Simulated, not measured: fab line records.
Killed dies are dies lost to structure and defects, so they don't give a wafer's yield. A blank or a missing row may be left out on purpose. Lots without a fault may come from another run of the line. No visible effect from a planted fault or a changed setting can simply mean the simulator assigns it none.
Which of the tools did it?	flow sky130	6 lots with 18 wafers sampled at 3 steps, on a route of 708 steps

## WHAT THE GAUGES SHOWED, per wafer
SKY_CONTACT_RS_MEAS_25: measures by four-point-probe.
lot	measured	on	CONTACT_W_RS (ohm/sq)
L200	day 33 01:50	film metro-01	0.338 0.334 0.338
L202	day 33 11:27	film metro-03	0.334 0.337 0.338
L206	day 34 22:01	film metro-02	0.341 0.339 0.346
L208	day 35 12:26	film metro-03	0.343 0.341 0.342
L213	day 37 08:08	film metro-03	0.358 0.344 0.360
L220	day 39 08:50	film metro-02	0.342 0.340 0.336

## WHICH TOOL RAN EACH LOT (tool, then ch and the chambers of the sampled wafers, then the start)
lot	SKY_CONTACT_CMP_04	SKY_CONTACT_CVD_24
L200	cmp-02 ch 0,1,2, day 31 20:52	cvd w-01 ch 0,1, day 33 01:44
L202	cmp-01 ch 0,1,2, day 32 06:26	cvd w-01 ch 0,1, day 33 11:20
L206	cmp-02 ch 0,1,2, day 33 18:01	cvd w-01 ch 0,1, day 34 21:54
L208	cmp-01 ch 0,3, day 34 08:46	cvd w-01 ch 0,1, day 35 12:18
L213	cmp-02 ch 1,2, day 36 04:39	cvd w-02 ch 0,1, day 37 08:01
L220	cmp-02 ch 0,1,3, day 38 05:30	cvd w-01 ch 0,1, day 39 08:43
- SKY_CONTACT_CMP_04: polishes SiO2.
- SKY_CONTACT_CVD_24: deposits W, target thk 340 nm, time 102.12 s.

## THE ANSWER, worked out from the rows above alone
Rule: usual is defined by the lots themselves. The widest of any qualifying gaps counts: lots, ordered by their means at a reading, are off when they make up no more than a third of the lots, leave a main group of 4 or more, and stand apart from it by 3 or more times the standard deviation of that group's means. The tables above print the reading to a certain number of digits; a main group whose means all agree to those digits is not used. Also off: a lot with no number at a reading for which 4 or more lots have one. All remaining lots with rows at the step are treated as sound.
Off: L213, seen at SKY_CONTACT_RS_MEAS_25 (CONTACT_W_RS). The main group has a mean of 0.339 ohm/sq with a standard deviation of 0.0025.
If a tool, at a process step before that reading, ran all the lots that are off and no sound lot after the first of them, it fits. Those tools and the gauges at SKY_CONTACT_RS_MEAS_25 are tried in the same way. Undecided on this evidence; 2 tools fit (cvd w-02 at SKY_CONTACT_CVD_24, film metro-03 at SKY_CONTACT_RS_MEAS_25).

## WHAT WAS PUT IN BY THE SIMULATOR
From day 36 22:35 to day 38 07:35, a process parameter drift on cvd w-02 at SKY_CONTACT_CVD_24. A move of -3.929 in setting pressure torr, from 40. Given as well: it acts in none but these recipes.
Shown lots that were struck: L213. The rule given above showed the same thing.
